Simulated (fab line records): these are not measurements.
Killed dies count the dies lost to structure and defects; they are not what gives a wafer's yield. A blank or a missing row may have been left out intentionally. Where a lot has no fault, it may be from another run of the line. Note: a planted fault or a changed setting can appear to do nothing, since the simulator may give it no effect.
Problem report in the 8D (eight disciplines) form, filled by code | flow sky130 | the parts of the form that need people (team, actions taken, sign-off) are left out

== 1. THE PROBLEM ==
A mean of 83 is read at SKY_PAD_OPEN_PROBE_99 for killedAtContacts, taken on 1 wafer of 1 lot, against 25 (standard deviation 5.5) on wafers free of any fault. That puts it +11 standard deviations away from the usual mean.
Seen first at day 49 14:28 on prober-02, wafer L224.5. The record holds 36 wafers of 12 lots with a number at this step. By rule, "out" or "out of limits" means more than 4 standard deviations away from the usual mean. The rest of the wafers with a number are treated as sound.

== 2. WHAT IT IS AND WHAT IT IS NOT ==
question                    | is                           | is not
which readings at this step | killedAtContacts, killedDies | killed_at_M0_to_M3, killed_at_M4_up, killedAtFrontEnd, killedAtOther, killedOpen, killedShort
which lots                  | L224                         | L210, L211, L212, L213, L217, L222, L226, L227, L229, L231, L232
which wafers of those lots  | L224.5                       | L224.1, L224.2
read on which tools         | prober-02                    | prober-01
when                        | from day 49 14:28            | up to then (20 sound wafers); but 15 sound wafers of L226, L227, L229, L231, L232 came after

== 3. THE SUSPECTS, EACH WITH WHAT RULES IT OUT ==
Counting: a tool at a process step up to the reading stays a suspect if it ran every lot that is out. Sound lots after the first of them don't rule it out here, since some wafers of a struck lot are sound.
- rieDiel-01 at SKY_CONTACT_ETCH_17 (etches SiO2 in C4F8/O2/Ar, stops on Si3N4, target depth 340 nm): kept. It processed L224, the lot that is out, at day 36 13:38, and its most recent sound lot before then was L217 at day 34 02:47.
- pvdSputter-02 at SKY_METAL5_SPUTTER_02 (material AlCu, target thk 1150 nm, time 61.2 s): kept. It processed L224, the lot that is out, at day 47 01:21, and its most recent sound lot before then was L222 at day 47 00:02.
- rieMetal-02 at SKY_METAL5_METAL_ETCH_15 (etches the open film in Cl2/BCl3, stops on SiO2, target depth 1260 nm, time 252 s): kept. It processed L224, the lot that is out, at day 47 21:50, and its most recent sound lot before then was L222 at day 47 20:10.
- prober-02 at SKY_PAD_OPEN_PROBE_99: kept. It processed L224, the lot that is out, at day 49 14:16, and its most recent sound lot before then was L222 at day 49 12:52. Out on those wafers are its own readings of killedAtContacts, killedDies.
- At SKY_CONTACT_ETCH_17, inside rieDiel-01: chamber 1 took the wafers that are out, while their sound lot-mates went through chambers 2, 3.
Left after counting: rieDiel-01 at SKY_CONTACT_ETCH_17, pvdSputter-02 at SKY_METAL5_SPUTTER_02, rieMetal-02 at SKY_METAL5_METAL_ETCH_15, prober-02 at SKY_PAD_OPEN_PROBE_99.

== 4. THE CAUSE (what the simulator had put in) ==
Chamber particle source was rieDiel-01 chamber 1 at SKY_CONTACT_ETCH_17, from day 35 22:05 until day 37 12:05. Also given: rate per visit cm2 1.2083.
This tool is one of the 4 suspects left after counting.

== 5. THE EFFECT CHAIN, in route order ==
Each row: a reading whose mean over the struck wafers that have a number lies more than 3 standard deviations from the usual. Readings are gone through only where the record gives a usual standard deviation; hours: the median, over the lots, of the time from a lot's start at the first step in this table giving one to that lot's start at this step; sigmas: the change measured in usual standard deviations.
hours | step                  | reading          | usual | on struck wafers | change | sigmas
0     | SKY_PAD_OPEN_PROBE_99 | killedAtContacts | 25    | 83               | +58    | +11
0     | SKY_PAD_OPEN_PROBE_99 | killedDies       | 85    | 137              | +52    | +6.1
It contains these process steps:
- SKY_PAD_OPEN_PROBE_99

== 6. HOW IT WOULD HAVE BEEN CAUGHT EARLIER ==
The fault began at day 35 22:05; the first out-of-limits reading in this record came at day 49 14:28, 328 hours later.
Tool readings at SKY_CONTACT_ETCH_17 with a usual standard deviation given in the record: none out on any struck wafer, hence no alarm at a limit of 4 standard deviations on them.
By day 49 14:28 the whole set of lots that are out, 1 in number, had already begun SKY_CONTACT_ETCH_17 on rieDiel-01. Holding the tool at that point would not have protected any of them.
